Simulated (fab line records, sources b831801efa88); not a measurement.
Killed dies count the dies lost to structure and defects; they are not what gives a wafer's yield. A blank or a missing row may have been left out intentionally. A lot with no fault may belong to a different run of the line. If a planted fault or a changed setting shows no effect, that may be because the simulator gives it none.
fab line records	flow gf180mcu
record lots=14	wafers=41	lastDay=34
route steps=602 shown STI@3 DUAL_GATE@152 PSD@261 NSD@262 V1@338
lots untouched by any fault: they come from a run of this same line in which no faults occurred
startH: hours from the record's first day to the start of the lot's first wafer shown	waitH: hours from the lot's prior step to this one	" same as the row above	L1.1+2: several wafers, shown together as one row	- no value, or no start was given	* or withheld: withheld	< > ~ a bound
route shown NAME@n: NAME is a module with steps in the file, n the number in the route of the first one	usual: mean/standard deviation taken from wafers without a fault	same: alike in all rows	chamber/n: place in a boat	sites: readings site by site	_std_site: the values' standard deviation	_edge_site: mean of outer sites minus mean of inner sites	radiusMm: for every site, how far away it sits from the centre of the wafer	mask NAME#n: copy n	behind: tool/chamber where the wafer was last shaped	hold: why the lot went on hold/how many hours it stayed there/how the hold came to an end	device: names the non-switching transistor (n, p or np)	end of line: the tests these same wafers got at the end of their route	a step without rows: its recipe alone	killed: at the first sort, the dies lost to defects and structure; wafer yield is something else	map: dies across one wafer; x = killed, . = not, _ = none there
set.NAME: the setting the step ran with; set.NAME@STEP: the setting that earlier step ran with	model.NAME: the simulator's own value behind a step, which no gauge read
route steps across a sampled set of lots; one table per step, one row per wafer
## steps
# step GF_STI_THK_MEAS_02
# recipe reads=SiO2_of_STI_OXIDATION_01
# usual STI_OXIDATION_THK=9.97/0.2
lot.wafer	tool	chamber	startH	waitH	STI_OXIDATION_THK[nm]
L144.1	filmMetro-01	-	12.52	0.0	9.94
L144.5	"	-	"	"	9.86
L144.6	"	-	"	"	9.65
L145.3	filmMetro-03	-	19.08	0.0	9.80
L145.5	"	-	"	"	9.80
L145.6	"	-	"	"	9.84
L147.1	filmMetro-03	-	26.51	0.0	10.06
L147.3	"	-	"	"	9.97
L147.4	"	-	"	"	9.99
L148.3	filmMetro-01	-	33.14	0.0	9.98
L148.4	"	-	"	"	9.66
L148.5	"	-	"	"	9.63
L149.2	filmMetro-03	-	36.52	0.0	9.82
L149.3	"	-	"	"	9.88
L149.4	"	-	"	"	10.07
L150.2	filmMetro-01	-	43.44	0.0	10.07
L150.3	"	-	"	"	9.79
L150.5	"	-	"	"	9.91
L151.3	filmMetro-01	-	46.53	0.0	10.05
L151.6	"	-	"	"	9.89
L159.2	filmMetro-03	-	86.52	0.0	9.77
L159.4	"	-	"	"	9.55
L159.5	"	-	"	"	9.71
L160.1	filmMetro-03	-	91.88	0.0	9.91
L160.2	"	-	"	"	9.98
L160.5	"	-	"	"	10.09
L162.2	filmMetro-03	-	102.54	0.0	10.06
L162.3	"	-	"	"	10.03
L162.6	"	-	"	"	10.39
L163.3	filmMetro-04	-	106.53	0.0	9.95
L163.4	"	-	"	"	10.12
L163.5	"	-	"	"	10.15
L164.3	filmMetro-03	-	112.86	0.0	10.07
L164.5	"	-	"	"	10.09
L164.6	"	-	"	"	10.03
L166.2	filmMetro-03	-	121.52	0.0	10.01
L166.3	"	-	"	"	10.38
L166.6	"	-	"	"	10.27
L167.3	filmMetro-01	-	126.53	0.0	9.74
L167.4	"	-	"	"	9.58
L167.6	"	-	"	"	9.93
# step GF_DUAL_GATE_OVL_MEAS_11
# usual DUAL_GATE_OVL=0.2/1.4
lot.wafer	tool	chamber	startH	waitH	DUAL_GATE_OVL[nm]
L144.1	overlay-01	-	173.80	0.1	0.7
L144.5	"	-	"	"	2.1
L144.6	"	-	"	"	1.0
L145.3	overlay-01	-	182.21	0.1	-0.2
L145.5	"	-	"	"	2.0
L145.6	"	-	"	"	0.7
L147.1	overlay-01	-	193.82	0.1	1.8
L147.3	"	-	"	"	0.5
L147.4	"	-	"	"	0.7
L148.3	overlay-01	-	197.43	0.1	0.9
L148.4	"	-	"	"	-0.7
L148.5	"	-	"	"	-1.7
L149.2	overlay-02	-	207.46	0.1	0.5
L149.3	"	-	"	"	1.5
L149.4	"	-	"	"	0.5
L150.2	overlay-02	-	225.90	0.1	-0.2
L150.3	"	-	"	"	0.0
L150.5	"	-	"	"	0.6
L151.3	overlay-01	-	227.06	0.1	0.5
L151.6	"	-	"	"	1.5
L159.2	overlay-02	-	276.82	0.1	-1.6
L159.4	"	-	"	"	-2.2
L159.5	"	-	"	"	-3.4
L160.1	overlay-01	-	286.17	0.1	-1.5
L160.2	"	-	"	"	-1.2
L160.5	"	-	"	"	-1.2
L162.2	overlay-02	-	298.82	0.1	0.8
L162.3	"	-	"	"	-0.5
L162.6	"	-	"	"	-0.7
L163.3	overlay-01	-	302.71	0.1	0.4
L163.4	"	-	"	"	1.2
L163.5	"	-	"	"	0.1
L164.3	overlay-02	-	316.31	0.1	-1.2
L164.5	"	-	"	"	0.8
L164.6	"	-	"	"	0.5
L166.2	overlay-01	-	326.50	0.1	1.5
L166.3	"	-	"	"	1.2
L166.6	"	-	"	"	2.9
L167.3	overlay-02	-	338.31	0.1	-0.3
L167.4	"	-	"	"	-2.1
L167.6	"	-	"	"	-2.7
# step GF_PSD_RTA_13
# recipe tempC=1025	timeS=20	ambient=N2
# usual lampPowerPct=40/4.6	runLengthS=49.02/0.23	wafer_temp_C_max=1029.6/1.1
lot.wafer	tool	chamber	startH	waitH	lampPowerPct	runLengthS	wafer_temp_C_max
L144.1	rtpAnneal-02	0	311.21	0.0	43	49.06	1029.8
L144.5	"	0	"	"	43	49.12	1029.5
L144.6	"	0	"	"	43	49.36	1029.0
L145.3	rtpAnneal-01	0	325.21	0.0	33	48.57	1029.2
L145.5	"	0	"	"	33	48.63	1029.1
L145.6	"	0	"	"	33	49.15	1029.8
L147.1	rtpAnneal-02	0	334.07	0.0	43	49.09	1029.7
L147.3	"	0	"	"	43	49.43	1031.3
L147.4	"	0	"	"	43	49.10	1029.2
L148.3	rtpAnneal-02	0	343.94	0.0	43	49.04	1030.3
L148.4	"	0	"	"	43	49.25	1031.4
L148.5	"	0	"	"	43	49.03	1032.0
L149.2	rtpAnneal-02	0	353.42	0.0	43	49.26	1030.1
L149.3	"	0	"	"	43	85.66	1030.2
L149.4	"	0	"	"	43	48.96	1029.7
L150.2	rtpAnneal-02	0	376.05	0.0	43	49.49	1028.8
L150.3	"	0	"	"	43	86.28	1030.5
L150.5	"	0	"	"	43	48.99	1029.5
L151.3	rtpAnneal-02	0	378.64	0.0	43	85.75	1027.7
L151.6	"	0	"	"	43	85.95	1031.9
L159.2	rtpAnneal-01	0	442.14	0.0	33	48.65	1028.9
L159.4	"	0	"	"	33	48.57	1030.4
L159.5	"	0	"	"	33	48.81	1028.8
L160.1	rtpAnneal-02	0	453.62	0.0	43	49.06	1029.6
L160.2	"	0	"	"	43	49.20	1031.8
L160.5	"	0	"	"	43	49.59	1029.3
L162.2	rtpAnneal-02	0	469.12	0.0	43	49.00	1030.6
L162.3	"	0	"	"	43	48.94	1028.3
L162.6	"	0	"	"	43	49.08	1029.5
L163.3	rtpAnneal-02	0	473.74	0.0	43	49.23	1028.2
L163.4	"	0	"	"	43	49.05	1030.7
L163.5	"	0	"	"	43	49.23	1030.2
L164.3	rtpAnneal-02	0	490.96	0.0	43	49.06	1028.2
L164.5	"	0	"	"	43	49.31	1030.6
L164.6	"	0	"	"	43	49.40	1030.5
L166.2	rtpAnneal-02	0	507.09	0.0	43	49.09	1030.7
L166.3	"	0	"	"	43	48.93	1028.2
L166.6	"	0	"	"	43	49.01	1028.3
L167.3	rtpAnneal-01	0	510.39	0.0	33	48.56	1028.9
L167.4	"	0	"	"	33	48.63	1028.3
L167.6	"	0	"	"	33	48.57	1030.0
# step GF_PSD_RS_MEAS_14
# recipe thkMeasGauge=four-point-probe
# usual NSD_RS=46.15/0.11
lot.wafer	tool	chamber	startH	waitH	NSD_RS[ohm/sq]
L144.1	filmMetro-02	-	311.29	0.1	46.12
L144.5	"	-	"	"	46.12
L144.6	"	-	"	"	46.07
L145.3	filmMetro-02	-	325.31	0.1	46.11
L145.5	"	-	"	"	46.14
L145.6	"	-	"	"	46.09
L147.1	filmMetro-02	-	334.15	0.1	46.04
L147.3	"	-	"	"	46.06
L147.4	"	-	"	"	45.98
L148.3	filmMetro-02	-	344.03	0.1	46.03
L148.4	"	-	"	"	46.12
L148.5	"	-	"	"	46.13
L149.2	filmMetro-02	-	353.51	0.1	46.02
L149.3	"	-	"	"	40.29
L149.4	"	-	"	"	46.19
L150.2	filmMetro-04	-	376.13	0.1	46.36
L150.3	"	-	"	"	40.52
L150.5	"	-	"	"	46.24
L151.3	filmMetro-02	-	378.74	0.1	40.33
L151.6	"	-	"	"	40.16
L159.2	filmMetro-04	-	442.23	0.1	46.18
L159.4	"	-	"	"	46.11
L159.5	"	-	"	"	46.21
L160.1	filmMetro-04	-	453.70	0.1	46.24
L160.2	"	-	"	"	46.29
L160.5	"	-	"	"	46.35
L162.2	filmMetro-04	-	469.21	0.1	46.27
L162.3	"	-	"	"	46.22
L162.6	"	-	"	"	46.23
L163.3	filmMetro-01	-	473.83	0.1	45.91
L163.4	"	-	"	"	46.06
L163.5	"	-	"	"	46.04
L164.3	filmMetro-01	-	491.06	0.1	46.04
L164.5	"	-	"	"	46.02
L164.6	"	-	"	"	46.10
L166.2	filmMetro-01	-	507.18	0.1	46.12
L166.3	"	-	"	"	46.09
L166.6	"	-	"	"	46.17
L167.3	filmMetro-04	-	510.53	0.1	46.18
L167.4	"	-	"	"	46.11
L167.6	"	-	"	"	46.16
# step GF_PSD_RS_MEAS_15
# recipe thkMeasGauge=four-point-probe
# usual PSD_RS=108.6/0.34
lot.wafer	tool	chamber	startH	waitH	PSD_RS[ohm/sq]
L144.1	filmMetro-02	-	311.41	0.1	108.3
L144.5	"	-	"	"	108.0
L144.6	"	-	"	"	108.3
L145.3	filmMetro-02	-	325.43	0.1	108.7
L145.5	"	-	"	"	108.4
L145.6	"	-	"	"	108.7
L147.1	filmMetro-02	-	334.27	0.1	108.3
L147.3	"	-	"	"	108.2
L147.4	"	-	"	"	108.3
L148.3	filmMetro-02	-	344.15	0.1	108.5
L148.4	"	-	"	"	108.9
L148.5	"	-	"	"	108.5
L149.2	filmMetro-02	-	353.63	0.1	108.1
L149.3	"	-	"	"	97.6
L149.4	"	-	"	"	108.2
L150.2	filmMetro-04	-	376.25	0.1	109.2
L150.3	"	-	"	"	99.1
L150.5	"	-	"	"	108.8
L151.3	filmMetro-02	-	378.86	0.1	98.2
L151.6	"	-	"	"	97.9
L159.2	filmMetro-04	-	442.35	0.1	108.9
L159.4	"	-	"	"	108.8
L159.5	"	-	"	"	109.0
L160.1	filmMetro-04	-	453.82	0.1	108.7
L160.2	"	-	"	"	108.8
L160.5	"	-	"	"	108.7
L162.2	filmMetro-04	-	469.33	0.1	108.6
L162.3	"	-	"	"	108.9
L162.6	"	-	"	"	108.8
L163.3	filmMetro-01	-	473.95	0.1	108.4
L163.4	"	-	"	"	108.3
L163.5	"	-	"	"	108.5
L164.3	filmMetro-01	-	491.18	0.1	108.4
L164.5	"	-	"	"	108.5
L164.6	"	-	"	"	108.8
L166.2	filmMetro-01	-	507.30	0.1	108.3
L166.3	"	-	"	"	108.6
L166.6	"	-	"	"	108.7
L167.3	filmMetro-04	-	510.65	0.1	109.0
L167.4	"	-	"	"	108.9
L167.6	"	-	"	"	108.8
# step GF_V1_THK_MEAS_03
# recipe reads=SiO2_of_V1_CVD_02
# usual V1_CVD_02_THK=852/11
lot.wafer	tool	chamber	startH	waitH	V1_CVD_02_THK[nm]
L144.1	filmMetro-04	-	380.10	0.0	849
L144.5	"	-	"	"	858
L144.6	"	-	"	"	846
L145.3	filmMetro-04	-	394.83	0.1	833
L145.5	"	-	"	"	853
L145.6	"	-	"	"	867
L147.1	filmMetro-03	-	404.79	0.0	831
L147.3	"	-	"	"	842
L147.4	"	-	"	"	839
L148.3	filmMetro-03	-	415.76	0.1	842
L148.4	"	-	"	"	863
L148.5	"	-	"	"	860
L149.2	filmMetro-01	-	427.94	0.0	836
L149.3	"	-	"	"	851
L149.4	"	-	"	"	850
L150.2	filmMetro-01	-	451.33	0.0	859
L150.3	"	-	"	"	871
L150.5	"	-	"	"	878
L151.3	filmMetro-01	-	453.63	0.1	847
L151.6	"	-	"	"	863
L159.2	filmMetro-04	-	517.62	0.0	838
L159.4	"	-	"	"	851
L159.5	"	-	"	"	852
L160.1	filmMetro-04	-	527.62	0.0	840
L160.2	"	-	"	"	853
L160.5	"	-	"	"	858
L162.2	filmMetro-04	-	542.24	0.0	844
L162.3	"	-	"	"	835
L162.6	"	-	"	"	862
L163.3	filmMetro-03	-	547.93	0.1	838
L163.4	"	-	"	"	852
L163.5	"	-	"	"	862
L164.3	filmMetro-01	-	563.78	0.1	851
L164.5	"	-	"	"	852
L164.6	"	-	"	"	871
L166.2	filmMetro-03	-	578.47	0.0	832
L166.3	"	-	"	"	848
L166.6	"	-	"	"	856
L167.3	filmMetro-04	-	582.16	0.1	835
L167.4	"	-	"	"	858
L167.6	"	-	"	"	848
## key
firstSign step=GF_PSD_RTA_13	reading=runLengthS	direction=up	sigmas=99+	usual=*	struck=*
effect step=GF_PSD_RS_MEAS_14	reading=NSD_RS	direction=down	sigmas=55	usual=46.15	struck=40.33
effect step=GF_PSD_RS_MEAS_15	reading=PSD_RS	direction=down	sigmas=31	usual=108.6	struck=98.2
metAt GF_PSD_RTA_13
struckLots L149,L150,L151
struckWafers L149.3,L150.3,L151.3,L151.6
testerLeftOut L149,L150,L151
notActingAt GF_STI_THK_MEAS_02,GF_DUAL_GATE_OVL_MEAS_11,GF_V1_THK_MEAS_03
onsetBetween 343.94 353.42
fault kind=processParameterDrift	tool=rtpAnneal-02	chamber=-	onsetH=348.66	steps=GF_PSD_RTA_13	channel=timeS	offset=*	shape=step	endH=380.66	scope=struckWafersOnly	actsIn=*	stated=*
# testerLeftOut: of these lots the tester's yield and bins aren't shown, on N5 and GAA mostly nor the transistor test; their killed dies are dies lost to structure and defects alone, not to doping, threshold or leakage, so they don't give the yield
